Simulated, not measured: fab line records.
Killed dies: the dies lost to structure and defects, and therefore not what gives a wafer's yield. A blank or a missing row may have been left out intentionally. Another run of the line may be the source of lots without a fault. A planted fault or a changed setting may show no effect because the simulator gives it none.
fab line records ; flow gf180mcu
record lots=6; wafers=18; last-day=32
route steps=602 shown V1@361 M2@362
lots that met no fault: from a run of the same line without faults
start-h: hours from the record's first day to the start of the lot's first wafer shown ; wait-h: hours elapsed since this lot's preceding step ; " unchanged from the row above ; L1.1+2: a single row standing in for several wafers ; - no value present, or no start provided ; * or withheld: withheld ; < > ~ a bound
route shown NAME@n: NAME is a module with steps in the file, n the number in the route of the first one ; usual: the fault-free wafers' mean and standard deviation ; same: alike in all rows ; chamber/n: place in a boat ; sites: each site's reading ; _std_site: their standard deviation ; _edge_site: mean of outer sites minus mean of inner sites ; radius-mm: how far each site lies from the wafer's centre ; mask NAME#n: copy n ; behind: the last tool/chamber to shape the wafer ; hold: why the lot went on hold/how many hours it stayed there/how the hold came to an end ; device: the n, p or np transistor that did not switch ; end of line: tests of these same wafers at the route's end ; for a step that has no rows: nothing shown but its recipe ; killed: dies that structure and defects cost at the first sort, which is not the same as the wafer's yield ; map: dies across one wafer; x = killed, . = not, _ = none there
set.NAME: the setting as run; set.NAME@STEP: as run at that earlier step ; model.NAME: the simulator's own value behind a step, which no gauge read
lots at selected steps of the route; one table per step, one row per wafer
services: when a tool's chamber went out of use (start-h, in hours from the record's first day, below 0 if earlier), for how many hours, and the reason
## steps
# step GF_V1_CMP_26
# recipe stop-on=SiO2; down-force-psi=3.5; platen-rpm=60; t-overpolish-s=15; target-thk-nm=0; pad-velocity-m-s=0.94248
# usual motor-current-A=11.0/0.89; overpolish-run-s=15.001/0.0089; time-to-endpoint-s=85/3
lot.wafer;tool;chamber;start-h;wait-h;motor-current-A;overpolish-run-s;time-to-endpoint-s
L149.4;cmp-01;2;488.88;0.1;10.7;15.007;79
L149.5;cmp-01;1;488.88;0.1;11.7;14.994;81
L149.6;cmp-01;2;488.88;0.1;10.8;14.993;81
L150.3;cmp-02;3;507.09;0.1;11.0;15.005;85
L150.4;cmp-02;1;507.09;0.1;9.6;14.997;89
L150.5;cmp-02;2;507.09;0.1;10.8;15.006;88
L153.1;cmp-02;1;527.00;0.1;9.4;15.015;87
L153.3;cmp-02;2;527.00;0.1;9.7;14.993;87
L153.2;cmp-02;0;527.00;0.1;9.6;15.004;88
L155.4;cmp-01;0;540.23;0.3;12.2;15.003;86
L155.6;cmp-01;0;540.23;0.3;12.6;15.018;88
L155.5;cmp-01;1;540.23;0.3;11.4;15.002;83
L156.3;cmp-01;2;546.50;0.0;11.6;15.005;82
L156.4;cmp-01;1;546.50;0.0;11.4;15.001;84
L156.5;cmp-01;2;546.50;0.0;11.2;15.002;81
L157.4;cmp-02;0;550.83;0.0;9.9;15.007;82
L157.2;cmp-02;3;550.83;0.0;11.1;15.024;87
L157.5;cmp-02;1;550.83;0.0;10.0;14.997;88
# step GF_M2_SPUTTER_00
# recipe material=Ti; target-thk-nm=37.5; arriving-ion-energy-ev=80; substrate-temp-c=200; chamber-pressure-pa=2; power-w=4000; time-s=150
# step GF_M2_SPUTTER_01
# recipe material=TiN; target-thk-nm=30; power-w=6500; time-s=25; chamber-pressure-pa=0.4
# usual throttle-valve-pct=30.4/1.5
lot.wafer;tool;chamber;start-h;wait-h;throttle-valve-pct
L149.4;pvd-sputter-02;-;489.23;0.1;32.5
L149.5;pvd-sputter-02;-;489.23;0.1;29.8
L149.6;pvd-sputter-02;-;489.23;0.1;32.6
L150.3;pvd-sputter-02;-;507.44;0.1;29.9
L150.4;pvd-sputter-02;-;507.44;0.1;29.6
L150.5;pvd-sputter-02;-;507.44;0.1;29.7
L153.1;pvd-sputter-04;-;527.40;0.1;27.7
L153.2;pvd-sputter-04;-;527.40;0.1;29.7
L153.3;pvd-sputter-04;-;527.40;0.1;32.6
L155.4;pvd-sputter-03;-;540.63;0.1;29.4
L155.5;pvd-sputter-03;-;540.63;0.1;30.6
L155.6;pvd-sputter-03;-;540.63;0.1;29.8
L156.3;pvd-sputter-03;-;546.90;0.1;30.8
L156.4;pvd-sputter-03;-;546.90;0.1;30.2
L156.5;pvd-sputter-03;-;546.90;0.1;29.4
L157.2;pvd-sputter-04;-;551.23;0.1;29.5
L157.4;pvd-sputter-04;-;551.23;0.1;32.7
L157.5;pvd-sputter-04;-;551.23;0.1;32.3
# step GF_M2_SPUTTER_02
# recipe material=AlCu; target-thk-nm=450; power-w=10600; time-s=23.9; chamber-pressure-pa=0.4
# step GF_M2_SPUTTER_03
# recipe material=Ti; target-thk-nm=10; substrate-temp-c=300; chamber-pressure-pa=0.3; power-w=3000; time-s=6.7
# usual throttle-valve-pct=30.4/1.5
lot.wafer;tool;chamber;start-h;wait-h;throttle-valve-pct
L149.4;pvd-sputter-02;-;489.29;0.0;32.4
L149.5;pvd-sputter-02;-;489.29;0.0;29.9
L149.6;pvd-sputter-02;-;489.29;0.0;32.4
L150.3;pvd-sputter-02;-;507.50;0.0;29.9
L150.4;pvd-sputter-02;-;507.50;0.0;29.5
L150.5;pvd-sputter-02;-;507.50;0.0;29.9
L153.1;pvd-sputter-04;-;527.46;0.0;27.5
L153.2;pvd-sputter-04;-;527.46;0.0;29.6
L153.3;pvd-sputter-04;-;527.46;0.0;32.6
L155.4;pvd-sputter-03;-;540.69;0.0;29.7
L155.5;pvd-sputter-03;-;540.69;0.0;30.9
L155.6;pvd-sputter-03;-;540.69;0.0;29.6
L156.3;pvd-sputter-03;-;546.96;0.0;31.0
L156.4;pvd-sputter-03;-;546.96;0.0;30.2
L156.5;pvd-sputter-03;-;546.96;0.0;29.8
L157.2;pvd-sputter-04;-;551.29;0.0;29.5
L157.4;pvd-sputter-04;-;551.29;0.0;32.7
L157.5;pvd-sputter-04;-;551.29;0.0;32.2
# step GF_M2_SPUTTER_04
# recipe material=TiN; target-thk-nm=50; power-w=6500; time-s=41.7; chamber-pressure-pa=0.4
# usual throttle-valve-pct=30.4/1.4
lot.wafer;tool;chamber;start-h;wait-h;throttle-valve-pct
L149.4;pvd-sputter-02;-;489.31;0.0;32.5
L149.5;pvd-sputter-02;-;489.31;0.0;29.8
L149.6;pvd-sputter-02;-;489.31;0.0;32.5
L150.3;pvd-sputter-02;-;507.52;0.0;29.8
L150.4;pvd-sputter-02;-;507.52;0.0;29.8
L150.5;pvd-sputter-02;-;507.52;0.0;29.6
L153.1;pvd-sputter-04;-;527.48;0.0;27.8
L153.2;pvd-sputter-04;-;527.48;0.0;29.8
L153.3;pvd-sputter-04;-;527.48;0.0;32.6
L155.4;pvd-sputter-03;-;540.71;0.0;29.8
L155.5;pvd-sputter-03;-;540.71;0.0;30.9
L155.6;pvd-sputter-03;-;540.71;0.0;29.8
L156.3;pvd-sputter-03;-;546.98;0.0;30.8
L156.4;pvd-sputter-03;-;546.98;0.0;30.2
L156.5;pvd-sputter-03;-;546.98;0.0;29.6
L157.2;pvd-sputter-04;-;551.31;0.0;29.6
L157.4;pvd-sputter-04;-;551.31;0.0;32.4
L157.5;pvd-sputter-04;-;551.31;0.0;32.2
# step GF_M2_RS_MEAS_05
# recipe thk-meas-gauge=four-point-probe; reads=TiN_of_M2_SPUTTER_04+Ti_of_M2_SPUTTER_03+AlCu_of_M2_SPUTTER_02+TiN_of_M2_SPUTTER_01+Ti_of_M2_SPUTTER_00
# usual M2_ALCU_RS=0.0697/0.00053
lot.wafer;tool;chamber;start-h;wait-h;M2_ALCU_RS[ohm/sq]
L149.4;film-metro-03;-;489.41;0.1;0.0700
L149.5;film-metro-03;-;489.41;0.1;0.0708
L149.6;film-metro-03;-;489.41;0.1;0.0708
L150.3;film-metro-03;-;507.60;0.1;0.0697
L150.4;film-metro-03;-;507.60;0.1;0.0703
L150.5;film-metro-03;-;507.60;0.1;0.0699
L153.1;film-metro-03;-;527.52;0.0;0.0694
L153.2;film-metro-03;-;527.52;0.0;0.0695
L153.3;film-metro-03;-;527.52;0.0;0.0695
L155.4;film-metro-03;-;540.81;0.1;0.0693
L155.5;film-metro-03;-;540.81;0.1;0.0693
L155.6;film-metro-03;-;540.81;0.1;0.0700
L156.3;film-metro-03;-;547.06;0.1;0.0699
L156.4;film-metro-03;-;547.06;0.1;0.0693
L156.5;film-metro-03;-;547.06;0.1;0.0700
L157.2;film-metro-02;-;551.37;0.0;0.0699
L157.4;film-metro-02;-;551.37;0.0;0.0702
L157.5;film-metro-02;-;551.37;0.0;0.0693
# step GF_M2_THK_MEAS_06
# recipe thk-meas-gauge=xrf; reads=AlCu_of_M2_SPUTTER_02
# usual M2_ALCU_THK=448/4.3
lot.wafer;tool;chamber;start-h;wait-h;M2_ALCU_THK[nm]
L149.4;film-metro-03;-;489.50;0.1;446
L149.5;film-metro-03;-;489.50;0.1;442
L149.6;film-metro-03;-;489.50;0.1;441
L150.3;film-metro-03;-;507.70;0.1;449
L150.4;film-metro-03;-;507.70;0.1;447
L150.5;film-metro-03;-;507.70;0.1;448
L153.1;film-metro-03;-;527.64;0.1;452
L153.2;film-metro-03;-;527.64;0.1;451
L153.3;film-metro-03;-;527.64;0.1;451
L155.4;film-metro-03;-;540.90;0.1;453
L155.5;film-metro-03;-;540.90;0.1;451
L155.6;film-metro-03;-;540.90;0.1;446
L156.3;film-metro-03;-;547.16;0.1;446
L156.4;film-metro-03;-;547.16;0.1;451
L156.5;film-metro-03;-;547.16;0.1;447
L157.2;film-metro-02;-;551.48;0.1;446
L157.4;film-metro-02;-;551.48;0.1;444
L157.5;film-metro-02;-;551.48;0.1;450
# step GF_M2_DEHYDRATE_07
# recipe temp-c=200; time-s=60
# step GF_M2_HMDS_08
# recipe prime-time-s=60; prime-temp-c=120
# step GF_M2_COAT_09
# recipe resist=KrF; spin-rpm=withheld; resist-thk-nm=1000
# step GF_M2_SOFTBAKE_10
# recipe temp-c=130; time-s=60; resist=KrF
# step GF_M2_EXPOSE_11
# recipe mask-id=Metal2; target-cd-nm=280; na=0.68; source-shape=conventional; sigma-outer=0.6; dose-mj=28
lot.wafer;tool;chamber;start-h;wait-h;mask
L149.4+5+6;krf-scanner-02;0;501.56;-;Metal2#0
L150.3+4+5;krf-scanner-02;0;519.21;-;Metal2#0
L153.1+2+3;krf-scanner-02;0;538.27;-;Metal2#0
L155.4+5+6;krf-scanner-01;0;552.52;-;Metal2#0
L156.3+4+5;krf-scanner-02;0;558.48;-;Metal2#0
L157.2+4+5;krf-scanner-02;0;562.39;-;Metal2#0
# step GF_M2_PEB_12
# recipe peb-temp-c=135; peb-time-s=90; resist=KrF
# step GF_M2_DEVELOP_13
# recipe develop-time-s=60; dev-temp-c=21
# step GF_M2_CD_MEAS_14
# recipe target-cd-nm=280
# usual cd-nm=280.4/1.1
lot.wafer;tool;chamber;start-h;wait-h;hold;cd-nm
L149.4;cd-sem-01;-;512.73;0.1;-;279.9
L149.5;cd-sem-01;-;512.73;0.1;-;280.9
L149.6;cd-sem-01;-;512.73;0.1;-;280.7
L150.3;cd-sem-02;-;530.96;0.1;-;280.7
L150.4;cd-sem-02;-;530.96;0.1;-;279.8
L150.5;cd-sem-02;-;530.96;0.1;-;280.5
L153.1;cd-sem-01;-;549.42;0.1;-;282.7
L153.2;cd-sem-01;-;549.42;0.1;-;283.1
L153.3;cd-sem-01;-;549.42;0.1;-;281.7
L155.4;cd-sem-02;-;562.73;0.1;-;281.1
L155.5;cd-sem-02;-;562.73;0.1;-;280.0
L155.6;cd-sem-02;-;562.73;0.1;-;279.8
L156.3;cd-sem-01;-;569.01;0.1;await-dispo/0.2h/release;203.1
L156.4;cd-sem-01;-;569.01;0.1;await-dispo/0.2h/release;240.6
L156.5;cd-sem-01;-;569.01;0.1;await-dispo/0.2h/release;237.1
L156.3;cd-sem-01;-;569.29;0.3;-;203.6
L156.4;cd-sem-01;-;569.29;0.3;-;240.2
L156.5;cd-sem-01;-;569.29;0.3;-;236.9
L157.2;cd-sem-02;-;573.64;0.1;await-dispo/0.2h/release;230.4
L157.4;cd-sem-02;-;573.64;0.1;await-dispo/0.2h/release;240.4
L157.5;cd-sem-02;-;573.64;0.1;await-dispo/0.2h/release;221.0
L157.2;cd-sem-02;-;573.93;0.3;-;230.3
L157.4;cd-sem-02;-;573.93;0.3;-;240.6
L157.5;cd-sem-02;-;573.93;0.3;-;221.1
# step GF_M2_OVL_MEAS_15
# usual M2_OVL=4/4.5
lot.wafer;tool;chamber;start-h;wait-h;hold;M2_OVL[nm]
L149.4;overlay-01;-;512.81;0.1;-;4
L149.5;overlay-01;-;512.81;0.1;-;5
L149.6;overlay-01;-;512.81;0.1;-;-3
L150.3;overlay-01;-;531.06;0.1;-;11
L150.4;overlay-01;-;531.06;0.1;-;11
L150.5;overlay-01;-;531.06;0.1;-;6
L153.1;overlay-01;-;549.54;0.1;-;8
L153.2;overlay-01;-;549.54;0.1;-;0
L153.3;overlay-01;-;549.54;0.1;-;9
L155.4;overlay-02;-;562.81;0.1;-;3
L155.5;overlay-02;-;562.81;0.1;-;0
L155.6;overlay-02;-;562.81;0.1;-;-1
L156.3;overlay-01;-;573.45;4.1;await-dispo/4.1h/release;10
L156.4;overlay-01;-;573.45;4.1;await-dispo/4.1h/release;2
L156.5;overlay-01;-;573.45;4.1;await-dispo/4.1h/release;6
L157.2;overlay-02;-;575.85;1.9;await-dispo/1.8h/release;4
L157.4;overlay-02;-;575.85;1.9;await-dispo/1.8h/release;4
L157.5;overlay-02;-;575.85;1.9;await-dispo/1.8h/release;6
# step GF_M2_METAL_ETCH_16
# recipe chemistry=Cl2/BCl3; mask-material=KrF; target-depth-nm=627.5; stop-on=SiO2; pressure-mtorr=8; icp-w=800; bias-w=140; Cl2_flow_sccm=80; bcl3-flow-sccm=40; time-s=104.6
# usual drypump-motor-current-A=6.09/0.2; oes-product-au=0.971/0.0059; rf-fwd-power-W=796.0/2.5; throttle-valve-pct=28.250/0.009
lot.wafer;tool;chamber;start-h;wait-h;drypump-motor-current-A;oes-product-au;rf-fwd-power-W;rf-hours-counter-h;throttle-valve-pct;model.M2.cd-nm
L149.4;rie-metal-02;1;512.87;0.0;6.33;0.969;800.4;-;28.249;275.2
L149.5;rie-metal-02;1;512.87;0.0;6.43;0.965;799.7;-;28.260;278.1
L149.6;rie-metal-02;0;512.87;0.0;5.97;0.964;793.1;-;28.254;277.6
L150.3;rie-metal-02;1;531.12;0.1;6.37;0.972;796.4;-;28.263;278.1
L150.4;rie-metal-02;0;531.12;0.1;5.99;0.975;797.2;-;28.252;278.3
L150.5;rie-metal-02;1;531.12;0.1;6.29;0.967;795.2;-;28.244;280.4
L153.1;rie-metal-04;1;549.57;0.0;5.80;0.968;797.1;0;28.243;283.2
L153.2;rie-metal-04;0;549.57;0.0;6.18;0.967;796.6;10;28.235;281.3
L153.3;rie-metal-04;1;549.57;0.0;5.80;0.968;794.9;-;28.243;280.7
L155.4;rie-metal-02;0;562.87;0.0;5.99;0.973;794.3;-;28.265;279.1
L155.5;rie-metal-02;0;562.87;0.0;6.00;0.972;792.9;-;28.253;280.2
L155.6;rie-metal-02;1;562.87;0.0;6.37;0.967;794.6;-;28.253;277.3
L156.3;rie-metal-02;0;573.52;0.1;5.96;0.959;795.0;-;28.261;202.8
L156.4;rie-metal-02;1;573.52;0.1;6.37;0.976;794.1;-;28.242;238.2
L156.5;rie-metal-02;1;573.52;0.1;6.41;0.975;793.4;-;28.251;233.3
L157.2;rie-metal-04;1;575.88;0.0;5.79;0.976;794.7;1;28.256;233.6
L157.4;rie-metal-04;1;575.88;0.0;5.79;0.972;795.5;-;28.252;245
L157.5;rie-metal-04;1;575.88;0.0;5.78;0.976;794.9;-;28.235;221.4
# step GF_M2_STRIP_17
# recipe chemistry=O2/N2; power-w=1400; pressure-mtorr=1500; platen-temp-c=250; o2-flow-sccm=3000; n2-flow-sccm=300; overash-fraction=0.5
# usual drypump-motor-current-A=5.6/0.55; heater-power-w=320/37; oes-product-au=0.558/0.0046; strip-time-to-endpoint-s=7.87/0.038
lot.wafer;tool;chamber;start-h;wait-h;drypump-motor-current-A;heater-power-w;oes-product-au;rf-hours-counter-h;strip-time-to-endpoint-s
L149.4;plasma-asher-01;1;512.98;0.1;5.4;293;0.560;-;7.84
L149.5;plasma-asher-01;0;512.98;0.1;5.7;351;0.561;-;7.85
L149.6;plasma-asher-01;1;512.98;0.1;5.4;294;0.551;-;7.86
L150.3;plasma-asher-04;1;531.23;0.1;6.0;384;0.553;-;7.93
L150.4;plasma-asher-04;0;531.23;0.1;5.9;295;0.558;-;7.85
L150.5;plasma-asher-04;1;531.23;0.1;6.0;386;0.557;-;7.88
L153.1;plasma-asher-01;0;549.69;0.1;5.7;347;0.558;45;7.89
L153.2;plasma-asher-01;1;549.69;0.1;5.4;299;0.561;45;7.92
L153.3;plasma-asher-01;1;549.69;0.1;5.4;284;0.564;-;7.89
L155.4;plasma-asher-01;1;562.98;0.1;5.4;296;0.558;-;7.89
L155.5;plasma-asher-01;1;562.98;0.1;5.4;302;0.555;-;7.88
L155.6;plasma-asher-01;0;562.98;0.1;5.7;347;0.558;-;7.85
L156.3;plasma-asher-04;1;573.62;0.1;6.0;375;0.560;-;7.87
L156.4;plasma-asher-04;0;573.62;0.1;5.9;292;0.560;-;7.89
L156.5;plasma-asher-04;0;573.62;0.1;5.9;279;0.552;-;7.85
L157.2;plasma-asher-01;0;576.00;0.1;5.7;351;0.563;47;7.80
L157.4;plasma-asher-01;0;576.00;0.1;5.7;343;0.550;-;7.81
L157.5;plasma-asher-01;1;576.00;0.1;5.4;289;0.549;-;7.82
## services
tool;chamber;start-h;hours;kind
rie-metal-02;1;467.74;-;clean
rie-metal-02;1;467.74;21.1;scheduled-down
rie-metal-02;1;467.74;21.1;vent-cycle
krf-scanner-01;-;473.52;4.4;pm
pvd-sputter-03;0;484.85;-;consumable-replace:kit
pvd-sputter-03;0;484.85;18.0;scheduled-down
pvd-sputter-03;0;484.85;18.0;vent-cycle
rie-metal-04;-;490.99;10.0;pm
rie-metal-02;0;492.10;-;clean
krf-scanner-01;-;492.30;1.3;pm
pvd-sputter-03;-;494.54;2.9;repair
rie-metal-04;-;503.55;0.1;repair
pvd-sputter-04;1;511.07;-;consumable-replace:kit
pvd-sputter-04;1;511.07;18.0;scheduled-down
pvd-sputter-04;1;511.07;18.0;vent-cycle
cmp-01;-;515.96;1.5;repair
krf-scanner-01;-;526.95;2.8;repair
rie-metal-02;1;531.91;3.2;repair
pvd-sputter-03;-;534.30;2.5;repair
rie-metal-02;0;537.32;8.8;repair
cmp-02;-;537.78;8.8;pm
krf-scanner-02;-;537.98;0.2;repair
pvd-sputter-02;-;538.52;7.9;repair
cmp-02;-;572.00;4.0;pm
## key
first-sign step=GF_M2_CD_MEAS_14; reading=visit; direction=added
effect step=GF_M2_CD_MEAS_14; reading=cd-nm; direction=down; sigmas=47; usual=280.4; struck=228.8
model-effect step=GF_M2_METAL_ETCH_16; value=M2.cd-nm; without=280.1; struck=229
met-at GF_M2_EXPOSE_11
struck-wafers L156.3,L156.4,L156.5,L157.2,L157.4,L157.5
later-rows-left-out L156.3,L157.5
sort-left-out L156.3,L156.4,L156.5,L157.2,L157.4,L157.5
onset-between 538.27 558.48
also-fits time
fault kind=process-parameter-drift; tool=krf-scanner-02; chamber=-; onset-h=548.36; steps=GF_M2_EXPOSE_11; channel=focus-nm; offset=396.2; spread-by-wafer=0.3; shape=step; end-h=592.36
# sort-left-out: the simulated sort isn't trusted on such a fault, so these wafers' sort isn't shown, and their yield isn't known
# later-rows-left-out: the simulator's readings of these wafers behind a module that went badly wrong aren't trusted and aren't shown, but for the sort
